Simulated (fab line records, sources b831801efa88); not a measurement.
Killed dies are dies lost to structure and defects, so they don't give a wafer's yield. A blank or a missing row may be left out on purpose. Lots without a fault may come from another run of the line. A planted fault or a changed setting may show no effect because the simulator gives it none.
Which tool did it? | flow sky130 | 6 lots, 18 wafers sampled, at 1 step of a route of 708

WHAT THE GAUGES READ, wafer by wafer
SKY_SONOS_ONO_THK_MEAS_01.
lot  | measured     | on            | SONOS_ONO_OXIDATION_THK (nm)
L850 | day 13 14:50 | film_metro-03 | 2.58 2.59 2.58
L852 | day 14 06:24 | film_metro-04 | 2.55 2.62 2.60
L856 | day 15 04:50 | film_metro-01 | 2.47 2.60 2.60
L859 | day 15 22:35 | film_metro-04 | 2.57 2.52 2.55
L863 | day 17 00:53 | film_metro-01 | 2.56 2.57 2.58
L866 | day 17 21:38 | film_metro-01 | 2.60 2.61 2.63

WHICH TOOL RAN EACH LOT (tool, then ch and the chambers of the sampled wafers, then the start)
The record holds no process step before these readings.

THE ANSWER, worked out from the rows above alone
Rule: what is usual is taken from the lots themselves. Put in order of their means at a reading, lots are off if they are a third of the lots or fewer, leave a main group of 4 or more, and stand apart from it by a gap of 3 or more times the standard deviation of the main group's means; of several such gaps the widest counts. A main group whose means are all the same, to the digits that the tables above print for the reading, isn't used. A lot without any number at a reading at which 4 lots or more have one is off too. The other lots that the step has rows for count as sound.
No lot is off at any reading shown: from this, nothing can be told.

WHAT THE SIMULATOR HAD PUT IN
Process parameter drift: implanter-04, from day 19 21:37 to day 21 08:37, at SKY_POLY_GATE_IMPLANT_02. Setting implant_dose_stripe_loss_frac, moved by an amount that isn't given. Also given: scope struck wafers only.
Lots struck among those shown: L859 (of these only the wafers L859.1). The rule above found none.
